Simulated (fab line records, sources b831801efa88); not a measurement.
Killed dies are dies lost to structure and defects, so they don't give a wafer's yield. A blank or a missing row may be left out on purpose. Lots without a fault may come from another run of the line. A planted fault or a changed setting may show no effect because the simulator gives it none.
One fault seen from 2 desks | flow sky130 | each desk has only its own numbers; what lay behind them comes last

THE METROLOGY DESK
What the gauges read, lot by lot, whatever tool the lot ran on: means of the sampled wafers that have a number. A lot is out of limits, marked OUT, if its mean lies more than 4 standard deviations from the usual mean; the brackets give that distance.
Columns: A = GATE_OXIDE_TW at SKY_GATE_OXIDE_TW_MEAS_14, usual 228.8; B = LDD_HVN_TW at SKY_LDD_HVN_TW_MEAS_10, usual 1447
lot  | first seen here | A     | B
L577 | day 14 19:20    | 228.4 | 1447
L579 | day 15 14:11    | 228.6 | 1434
L581 | day 16 00:05    | 227.7 | 30 (-99 or more) OUT
L585 | day 18 14:05    | 231.0 | 1471
L592 | day 19 01:40    | 227.7 | 1465
L593 | day 19 13:02    | 228.7 | 1454
L595 | day 20 11:53    | 229.0 | 1437
L596 | day 20 13:44    | 229.1 | 1437
L597 | day 20 19:00    | 227.5 | 1457
L599 | day 21 11:15    | 227.4 | 1434
This desk's finding: out of limits on L581; first on L581, day 22 19:55 (LDD_HVN_TW at SKY_LDD_HVN_TW_MEAS_10). In limits: L577, L579, L585, L592, L593, L595, L596, L597, L599.

THE TOOL OWNER'S DESK: plasma_asher-03
The tool's own readings at SKY_LDD_P_STRIP_10 (strips in O2/N2): means of the sampled wafers that have a number, for each lot that ran on this tool. A lot is out of limits, marked OUT, if its mean lies more than 4 standard deviations from the usual mean; the brackets give that distance.
Columns: A = drypump_motor_current_A at SKY_LDD_P_STRIP_10, usual 5.85 A; B = oes_product_au at SKY_LDD_P_STRIP_10, usual 0.716 a.u.; C = strip_time_to_endpoint_s at SKY_LDD_P_STRIP_10, usual 14.18 s
lot  | first seen here | A    | B               | C
L577 | day 20 02:35    | 5.78 | 0.715           | 14.22
L579 | day 20 22:32    | 5.98 | 0.716           | 14.12
L581 | day 21 13:50    | 5.93 | 0.931 (+49) OUT | -
L593 | day 24 20:56    | 5.93 | 0.715           | 14.26
This desk's finding: out of limits on L581; first on L581, day 21 13:50 (oes_product_au at SKY_LDD_P_STRIP_10). In limits: L577, L579, L593.

PUT TOGETHER
The tool owner's desk could have raised an alarm at day 21 13:50, on L581.
The metrology desk could have raised an alarm at day 22 19:55, on L581.
Of the lots named, all ran SKY_LDD_P_STRIP_10 on plasma_asher-03.

WHAT THE SIMULATOR HAD PUT IN
Strip aborted: plasma_asher-03, from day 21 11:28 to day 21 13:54, at SKY_LDD_P_STRIP_10. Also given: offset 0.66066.
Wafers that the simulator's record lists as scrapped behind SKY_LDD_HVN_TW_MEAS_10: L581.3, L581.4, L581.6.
Lots struck among those shown: L581.
Hours from the fault's start to each desk's first reading out of limits: the tool owner's desk, 2; the metrology desk, 32.
